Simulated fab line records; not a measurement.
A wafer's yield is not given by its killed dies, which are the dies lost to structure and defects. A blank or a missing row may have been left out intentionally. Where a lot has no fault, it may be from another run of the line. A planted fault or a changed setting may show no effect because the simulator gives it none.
Struck lot and sound lot, side by side | flow sky130 | 36 steps out of a route of 708
Sound: the wafers L383.1, L383.4, L383.5. The struck wafers were L371.1, L371.2, L371.6. The cause is named last.
Per side, at each step with rows, come the tool, then ch with its chambers, and then its first start. Under that, the readings that differ: sound wafers | struck wafers | difference of the means | sigmas: that difference in standard deviations of wafers without a fault.
alike: readings with means less than 2 such deviations apart, plus words and numbers identical on both sides. not compared: withheld readings, readings lacking a value on some wafer, bounds such as >300 that could conceal the same value, and numbers that have no deviation in the record and whose values overlap.
The two part at a step that has a row with sigmas, a row that says differs or no value, or rows on one side only. When numbers do not overlap yet have no deviation, they are printed without sigmas and do not part them. A reading that every wafer of one side lacks parts them only if that side has two wafers or more.

first, 10 steps without rows for these wafers: SKY_GATE_OXIDE_COAT_05 (resist thk 1140 nm); SKY_GATE_OXIDE_SOFTBAKE_06 (time 60 s); SKY_GATE_OXIDE_EXPOSE_07 (exposes mask LVOM, target cd 600 nm); SKY_GATE_OXIDE_PEB_08; SKY_GATE_OXIDE_DEVELOP_09 (develop time 60 s); SKY_GATE_OXIDE_IMPLANT_11; SKY_GATE_OXIDE_WET_ETCH_12 (etches SiO2 in dHF, target depth 16.8 nm, time 336 s); SKY_GATE_OXIDE_STRIP_13 (strips in O2/N2); SKY_GATE_OXIDE_CLEAN_15 (cleans in SC1/SC2, time 150 s); SKY_GATE_OXIDE_OXIDATION_16 (stabilise 600 s, purge 300 s, target thk 3.57 nm).
SKY_POLY_GATE_CVD_00: deposits poly-Si, target thk 180 nm, time 720 s.
  sound on lpcvd-01 ch 0, day 21 19:16; struck on lpcvd-01 ch 0, day 17 10:29
reading                                      | sound             | struck            | difference | sigmas
spikeTcCentreC (C)                           | 620.6 620.1 621.3 | 626.8 628.9 627.4 | +7.0       | +6
spikeTcTopC (C)                              | 640 640 640       | 650 649 647       | +9         | +3
spikeTcUpperC (C)                            | 621.1 617.8 619.4 | 566.3 565.6 563.8 | -54.2      | -45
zonePowerCentrePct (%)                       | 8.59 8.80 8.69    | 12.96 13.08 13.02 | +4.33      | +24
zonePowerTopPct (%)                          | 18.9 19.5 18.9    | 24.9 24.5 24.8    | +5.6       | +9
zonePowerUpperPct (%)                        | 7.2 7.2 7.2       | 0.0 0.0 0.0       | -7.2       | -9
model.poly-Si_of_POLY_GATE_CVD_00.thkNm (nm) | 180.1 179.3 179.3 | 116.6 109.4 115.5 | -65.7      | 
SKY_POLY_GATE_THK_MEAS_01:
  sound on filmMetro-03, day 21 21:04; struck on filmMetro-02, day 17 12:17
reading                   | sound             | struck            | difference | sigmas
POLY_GATE_CVD_00_THK (nm) | 180.1 179.4 179.2 | 116.6 109.4 115.6 | -65.7      | -36
then, 9 steps without rows for these wafers: SKY_RES_PROTECT_DEHYDRATE_00 (time 60 s); SKY_RES_PROTECT_HMDS_01 (prime time 60 s); SKY_RES_PROTECT_COAT_02 (resist thk 1140 nm); SKY_RES_PROTECT_SOFTBAKE_03 (time 60 s); SKY_RES_PROTECT_EXPOSE_04 (exposes mask RPM, target cd 1270 nm); SKY_RES_PROTECT_PEB_05; SKY_RES_PROTECT_DEVELOP_06 (develop time 60 s); SKY_POLY_GATE_IMPLANT_02; SKY_RES_PROTECT_STRIP_07 (strips in O2/N2).
SKY_RES_PROTECT_CLEAN_09: cleans in SC1/SC2, time 150 s.
  sound on wetBench-04 ch 1, day 23 03:02; struck on wetBench-01 ch 2, day 18 17:58
reading                                      | sound             | struck          | difference | sigmas
model.poly-Si_of_POLY_GATE_CVD_00.thkNm (nm) | 179.5 178.6 178.7 | 116 108.8 114.9 | -66        | 
  alike: bathGuardTempC
then, 11 steps without rows for these wafers: SKY_POLY_GATE_CVD_03 (deposits Si3N4 from DCS/NH3, target thk 75 nm, time 1290 s); SKY_POLY_GATE_DEHYDRATE_05 (time 60 s); SKY_POLY_GATE_HMDS_06 (prime time 60 s); SKY_POLY_GATE_COAT_07 (resist thk 110 nm); SKY_POLY_GATE_COAT_08 (resist thk 450 nm); SKY_POLY_GATE_SOFTBAKE_09 (time 90 s); SKY_POLY_GATE_EXPOSE_10 (exposes mask P1M, target cd 150 nm); SKY_POLY_GATE_PEB_11; SKY_POLY_GATE_DEVELOP_12 (develop time 60 s); SKY_POLY_GATE_ETCH_15 (etches BARC in N2/H2, stops on SiO2, time 118.5 s, target depth 110 nm); SKY_POLY_GATE_ETCH_16 (etches Si3N4 in CH3F/O2, stops on poly-Si, time 147.5 s, target depth 75 nm).
SKY_POLY_GATE_ETCH_17: etches poly-Si in HBr/Cl2, stops on SiO2, target depth 180 nm, time 70.5 s.
  sound on rieSi-01 ch 1,3, day 24 10:50; struck on rieSi-02 ch 2,3, day 20 04:05
reading                             | sound             | struck            | difference | sigmas
oesProductAu (a.u.)                 | 0.978 0.991 0.988 | 0.738 0.706 0.735 | -0.259     | -32
model.POLY_GATE.featureDepthNm (nm) | 176.6 178.6 178.7 | 116 108.8 114.9   | -65        | 
model.etch.depthNm (nm)             | 176.6 178.6 178.7 | 116 108.8 114.9   | -65        | 
  alike: drypumpMotorCurrentA, throttleValvePct
  not compared: rfHoursCounterH
then, 1 step without rows for these wafers: SKY_POLY_GATE_STRIP_18 (strips in O2/N2).
-- here the record skips 28 days between the struck wafers' starts before and after, leaving off in module POLY_GATE and picking up in module PAD_OPEN (first step shown: number 708 of the route) --
SKY_PAD_OPEN_PROBE_99:
  sound on prober-01, day 50 16:27; struck on prober-01, day 48 03:08
reading                             | sound             | struck            | difference | sigmas
model.etest.resHighPo.lineOhmUm     | 762.9 737 756.8   | 1070 1181 1069    | +354       | 
model.etest.resPoly.lineOhmUm       | 524.8 506.2 530   | 791.9 898.3 778.6 | +302.6     | 
model.etest.tipSonos.rsOhmSq        | 2619 2607 2637    | 2451 2435 2428    | -183       | 
model.etest.resHighPo.rsOhmSq       | 263.6 260.7 263   | 377.9 402.9 380.2 | +124.6     | 
model.etest.resPoly.rsOhmSq         | 48.88 48.4 48.63  | 72.93 78.45 74.06 | +26.51     | 
model.etest.capLiToPoly.cAfUm2      | 103.6 99.48 97.96 | 86.33 79.61 84.11 | -17.00     | 
model.etest.pfet_01v8_lvt.driveUaUm | 178.8 179.8 177.5 | 164.9 128.4 162.5 | -26.8      | 
  alike: killed_at_M0_to_M3, killed_at_M4_up, killedAtContacts, killedAtFrontEnd, killedAtOther, killedDies, killedOpen, killedShort
  not compared: model.etest.pfet_01v8.driveUaUm

== WHERE THEY PART ==
Last at SKY_POLY_GATE_ETCH_17 as far as this record goes, first at SKY_POLY_GATE_CVD_00. Later steps at which nothing parts them and some readings are alike: SKY_PAD_OPEN_PROBE_99.

WHY: whatever the simulator had introduced
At SKY_POLY_GATE_CVD_00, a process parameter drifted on lpcvd-01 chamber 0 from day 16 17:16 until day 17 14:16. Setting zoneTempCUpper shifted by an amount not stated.
